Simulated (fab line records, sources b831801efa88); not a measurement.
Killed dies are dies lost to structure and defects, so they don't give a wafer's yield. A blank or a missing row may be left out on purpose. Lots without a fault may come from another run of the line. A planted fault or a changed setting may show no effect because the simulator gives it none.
Which tool did it? | flow gf180mcu | 7 lots, 21 wafers sampled, at 2 steps of a route of 602

WHAT THE GAUGES READ, wafer by wafer
GF_MVPSD_TW_MEAS_11.
lot  | measured     | on            | MVPSD_TW
L307 | day 5 07:08  | film_metro-04 | 562 564 567
L309 | day 5 20:32  | film_metro-01 | 554 553 555
L311 | day 6 10:43  | film_metro-01 | 553 553 554
L313 | day 6 20:03  | film_metro-04 | 565 566 566
L316 | day 7 14:26  | film_metro-03 | 583 584 580
L326 | day 9 20:47  | film_metro-03 | 556 560 554
L329 | day 10 15:26 | film_metro-03 | 558 557 559

WHICH TOOL RAN EACH LOT (tool, then ch and the chambers of the sampled wafers, then the start)
lot  | GF_MVPSD_IMPLANT_09
L307 | implanter-03 ch 0, day 5 06:55
L309 | implanter-01 ch 0, day 5 20:17
L311 | implanter-01 ch 0, day 6 10:28
L313 | implanter-01 ch 0, day 6 19:49
L316 | implanter-01 ch 0, day 7 13:52
L326 | implanter-04 ch 0, day 9 20:33
L329 | implanter-04 ch 0, day 10 15:13
- GF_MVPSD_IMPLANT_09

THE ANSWER, worked out from the rows above alone
Rule: what is usual is taken from the lots themselves. Put in order of their means at a reading, lots are off if they are a third of the lots or fewer, leave a main group of 4 or more, and stand apart from it by a gap of 3 or more times the standard deviation of the main group's means; of several such gaps the widest counts. A main group whose means are all the same, to the digits that the tables above print for the reading, isn't used. A lot without any number at a reading at which 4 lots or more have one is off too. The other lots that the step has rows for count as sound.
Off: L316, at GF_MVPSD_TW_MEAS_11 (MVPSD_TW). The main group: mean 559, standard deviation 4.8.
A tool fits if, at a process step before that reading, it ran every lot that is off, and no sound lot after the first of them. The gauges at GF_MVPSD_TW_MEAS_11 are tried like those tools. One fits: implanter-01 at GF_MVPSD_IMPLANT_09. Its last sound lot is L313 (day 6 19:49), its first lot that is off L316 (day 7 13:52): a fault that began between those two fits.

WHAT THE SIMULATOR HAD PUT IN
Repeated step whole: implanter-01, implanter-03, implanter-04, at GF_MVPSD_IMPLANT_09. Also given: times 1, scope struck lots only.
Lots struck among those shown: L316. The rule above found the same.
